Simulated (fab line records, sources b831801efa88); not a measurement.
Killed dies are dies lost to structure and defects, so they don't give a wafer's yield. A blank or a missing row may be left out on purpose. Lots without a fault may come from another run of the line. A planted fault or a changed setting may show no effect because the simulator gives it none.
A struck lot beside a sound one | flow gf180mcu | 14 steps out of a route of 602
Sound: wafers L336.4, L336.5, L336.6. Struck: wafers L350.3, L350.4, L350.6. The cause comes at the end.
At each step with rows: each side's tool, then ch and its chambers, then its first start. Under that, the readings that differ: sound wafers | struck wafers | difference of the means | sigmas: that difference in standard deviations of wafers without a fault.
alike: readings whose means differ by less than 2 such deviations, and words and numbers that are the same on both sides. not compared: withheld readings, readings that some wafer has no value for, bounds like >300 that may hide the same value, and numbers for which the record gives no deviation and whose values overlap.
The two part at a step that has a row with sigmas, a row that says differs or no value, or rows on one side only. Numbers that don't overlap but have no deviation are shown without sigmas and don't part them. A reading that every wafer of one side lacks parts them only if that side has two wafers or more.

GF_M1_SPUTTER_01: material TiN, target thk 30 nm, time 25 s.
  sound on pvd_sputter-04, day 19 05:06; struck on pvd_sputter-04, day 24 12:05
  alike: throttle_valve_pct
GF_M1_SPUTTER_02: material AlCu, target thk 450 nm, time 23.9 s.
  sound on pvd_sputter-04, day 19 05:08; struck on pvd_sputter-04, day 24 12:07
  alike: throttle_valve_pct
GF_M1_SPUTTER_03: material Ti, target thk 10 nm, time 6.7 s.
  sound on pvd_sputter-04, day 19 05:10; struck on pvd_sputter-04, day 24 12:09
  alike: throttle_valve_pct
GF_M1_SPUTTER_04: material TiN, target thk 50 nm, time 41.7 s.
  sound on pvd_sputter-04, day 19 05:11; struck on pvd_sputter-04, day 24 12:10
  alike: throttle_valve_pct
GF_M1_RS_MEAS_05: measures by four-point-probe.
  sound on film_metro-03, day 19 05:17; struck on film_metro-02, day 24 12:15
  alike: M1_ALCU_RS
GF_M1_THK_MEAS_06: measures by xrf.
  sound on film_metro-03, day 19 05:22; struck on film_metro-02, day 24 12:21
  alike: M1_ALCU_THK
then, 6 steps without rows for these wafers: GF_M1_DEHYDRATE_07 (time 60 s); GF_M1_HMDS_08 (prime time 60 s); GF_M1_COAT_09 (resist thk 1000 nm); GF_M1_SOFTBAKE_10 (time 60 s); GF_M1_EXPOSE_11 (exposes mask Metal1, target cd 230 nm); GF_M1_PEB_12 (peb time 90 s).
GF_M1_DEVELOP_13: develop time 60 s.
  sound on litho_track-03 ch 0, day 20 05:40; struck on litho_track-03, day 25 10:47
  no value came back on the struck wafers for chill_plate_temp_C (C), develop_time_s (s); on the sound wafers chill_plate_temp_C (C) reads 23.09 22.77 23.02
  reading                             | sound             | struck            | difference | sigmas
  model.KrF_of_M1_COAT_09.thk_nm (nm) | 982.6 983.6 986.3 | 997.2 995.6 998.2 | +12.8      |
GF_M1_CD_MEAS_14: target cd 230 nm.
  sound on cd_sem-01, day 20 05:47; struck on cd_sem-01, day 25 10:55
  reading    | sound             | struck | difference                    | sigmas
  cd_nm (nm) | 229.5 228.0 229.2 | - - -  | no value on the struck wafers |

WHERE THEY PART
First at GF_M1_DEVELOP_13; last, within this record, at GF_M1_CD_MEAS_14.

WHY: what the simulator had put in
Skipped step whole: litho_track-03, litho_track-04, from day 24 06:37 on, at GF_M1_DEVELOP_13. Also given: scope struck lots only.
